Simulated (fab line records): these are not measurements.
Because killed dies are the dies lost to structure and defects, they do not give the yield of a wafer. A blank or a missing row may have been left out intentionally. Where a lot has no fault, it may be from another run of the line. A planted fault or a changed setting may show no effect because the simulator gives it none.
8D (eight disciplines) problem report, filled in by code :: flow sfq line :: the parts of the form that need people (team, actions taken, sign-off) are left out

1. WHAT IS WRONG
time to endpoint s at SFQ_TRILAYER_I7_CMP_CMP_184 reads a mean of 177 s on 3 wafers of 2 lots; wafers without a fault read 218 s with a standard deviation of 6.3. That puts it -6.6 standard deviations away from the usual mean.
The step: polishes SiO2.
First seen on wafer L854.1, day 77 15:31, on cmp-02. The record has a number at this step for 42 wafers belonging to 14 lots. By rule, "out" or "out of limits" means more than 4 standard deviations away from the usual mean. The rest of the wafers with a number are treated as sound.

2. WHAT IT IS AND WHAT IT IS NOT
question: which readings at this step
is: time to endpoint s
is not: edge zone pressure frac

question: which lots
is: L854, L856
is not: L842, L845, L846, L847, L853, L857, L858, L859, L860, L861, L862, L863

question: which wafers of those lots
is: L854.1, L856.1, L856.2
is not: L854.3, L854.5, L856.3

question: read on which tools
is: cmp-02
is not: cmp-01

question: when
is: from day 77 15:31
is not: up to then (15 sound wafers); but 24 sound wafers of L854, L856, L857, L858, L859, L860, L861, L862, L863 came after

3. WHAT RULES OUT EACH SUSPECT
Counting: if a tool at a process step up to the reading ran every lot that is out, it stays a suspect. Sound lots after the first of them don't rule it out here, since some wafers of a struck lot are sound.
- pecvd-01 at SFQ_TRILAYER_I0_DEP_PECVD_027 (deposits SiO2 from SiH4/N2O, time 111.11 s, target thk 500 nm): kept. Every lot that is out went through it, the first being L854 (day 9 21:20); the last sound lot it ran before that was L853 (day 9 17:44).
- cmp-02 at SFQ_TRILAYER_I7_CMP_CMP_184 (polishes SiO2): kept. Every lot that is out went through it, the first being L854 (day 77 15:31); the last sound lot it ran before that was L847 (day 76 08:17). Its own time to endpoint s readings are out on those wafers.
After counting, pecvd-01 at SFQ_TRILAYER_I0_DEP_PECVD_027 and cmp-02 at SFQ_TRILAYER_I7_CMP_CMP_184 remain.

4. THE CAUSE (what the simulator had put in)
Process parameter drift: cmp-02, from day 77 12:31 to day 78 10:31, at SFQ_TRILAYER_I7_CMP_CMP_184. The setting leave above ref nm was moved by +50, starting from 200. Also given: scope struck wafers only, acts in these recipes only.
Of the 2 suspects that counting leaves, this tool is one.

5. SEQUENCE OF EFFECTS, ordered by route
One row per reading whose mean, taken over the struck wafers that have a number, lies over 3 standard deviations from the usual. Scope: only readings with a usual standard deviation given in the record; hours: median across lots of the time from each lot's start at the first step in this table that gives one to its start at this step; sigmas: change in usual standard deviations.
hours: 0
step: SFQ_TRILAYER_I7_CMP_CMP_184
reading: time to endpoint s
usual: 218 s
on struck wafers: 177
change: -41
sigmas: -6.6

hours: 3
step: SFQ_TRILAYER_I7_METRO_MEASURE_185
reading: thk nm
usual: 200.5 nm
on struck wafers: 249.6
change: +49.1
sigmas: +45

hours: 111
step: SFQ_TRILAYER_I7_VIA_ETCH_VIA_ETCH_190
reading: oes product au
usual: 0.856 a.u.
on struck wafers: 0.971
change: +0.115
sigmas: +21
Its process steps:
- SFQ_TRILAYER_I7_CMP_CMP_184: polishes SiO2.
- SFQ_TRILAYER_I7_METRO_MEASURE_185
- SFQ_TRILAYER_I7_VIA_ETCH_VIA_ETCH_190: etches SiO2 in CHF3, stops on Nb, target depth 260 nm.
Later measuring or inspecting steps at which every struck wafer that the step has a row for has a number for every such reading, and none has moved that far: SFQ_M8_OVL_MEAS_948.

6. WHAT WOULD HAVE CAUGHT IT SOONER
The fault began at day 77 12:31; the first out-of-limits reading in this record came at day 77 15:31, 3 hours later.
